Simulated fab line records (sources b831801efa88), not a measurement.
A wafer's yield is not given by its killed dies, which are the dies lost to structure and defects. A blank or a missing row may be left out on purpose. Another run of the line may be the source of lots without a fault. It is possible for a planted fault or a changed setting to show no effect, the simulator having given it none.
The tool behind it: which one?	flow sky130	11 lots with 32 wafers sampled at 2 steps, on a route of 708 steps

== WHAT THE GAUGES SHOWED, per wafer ==
SKY_POLY_GATE_THK_MEAS_01.
lot	measured	on	POLY_GATE_CVD_00_THK (nm)
L435	day 15 00:14	film metro-04	179.2 178.1 176.4
L438	day 15 00:14	film metro-03	179.7 179.6 179.9
L439	day 15 09:14	film metro-02	179.7 179.8 181.2
L440	day 15 18:44	film metro-04	158.2 157.5 157.1
L441	day 16 01:55	film metro-02	153.0 153.7 151.9
L442	day 16 11:27	film metro-04	159.4 158.3 158.0
L451	day 19 14:49	film metro-03	179.6 180.6 179.1
L452	day 21 17:34	film metro-02	177.8 176.3 176.1
L453	day 21 17:34	film metro-03	181.8 179.8
L454	day 21 17:34	film metro-04	180.8 180.3 180.9
L457	day 21 17:37	film metro-04	178.2 178.5 176.8

== WHAT TOOL EACH LOT RAN ON (gives the tool, then ch and the chambers of the sampled wafers, and finally the start) ==
lot	SKY_POLY_GATE_CVD_00
L435	lpcvd-01 ch 1, day 14 23:01
L438	lpcvd-01 ch 1, day 14 23:01
L439	lpcvd-01 ch 0, day 15 07:26
L440	lpcvd-01 ch 1, day 15 17:32
L441	lpcvd-01 ch 1, day 16 00:41
L442	lpcvd-01 ch 1, day 16 10:15
L451	lpcvd-01 ch 0, day 19 13:37
L452	lpcvd-01 ch 0, day 21 15:46
L453	lpcvd-01 ch 0, day 21 15:46
L454	lpcvd-01 ch 1, day 21 15:46
L457	lpcvd-01 ch 1, day 21 15:46
- SKY_POLY_GATE_CVD_00: deposits poly-Si, target thk 180 nm, time 720 s.

== THE ANSWER, worked out from the rows above alone ==
Rule: the usual values come from the lots themselves. Put in order of their means at a reading, lots are off if they are a third of the lots or fewer, leave a main group of 4 or more, and stand apart from it by a gap of 3 or more times the standard deviation of the main group's means; of several such gaps the widest counts. A main group is skipped when, at the precision printed for the reading in the tables above, its means are all equal. A lot without any number at a reading at which 4 lots or more have one is off too. All remaining lots with rows at the step are treated as sound.
Off: L440, L441, L442, at SKY_POLY_GATE_THK_MEAS_01 (POLY_GATE_CVD_00_THK). Mean 179.2 nm and standard deviation 1.4 in the main group.
If a tool, at a process step before that reading, ran all the lots that are off and no sound lot after the first of them, it fits. Those tools and the gauges at SKY_POLY_GATE_THK_MEAS_01 are tried in the same way. None of those tried fits.

== WHAT THE SIMULATOR HAD PUT IN ==
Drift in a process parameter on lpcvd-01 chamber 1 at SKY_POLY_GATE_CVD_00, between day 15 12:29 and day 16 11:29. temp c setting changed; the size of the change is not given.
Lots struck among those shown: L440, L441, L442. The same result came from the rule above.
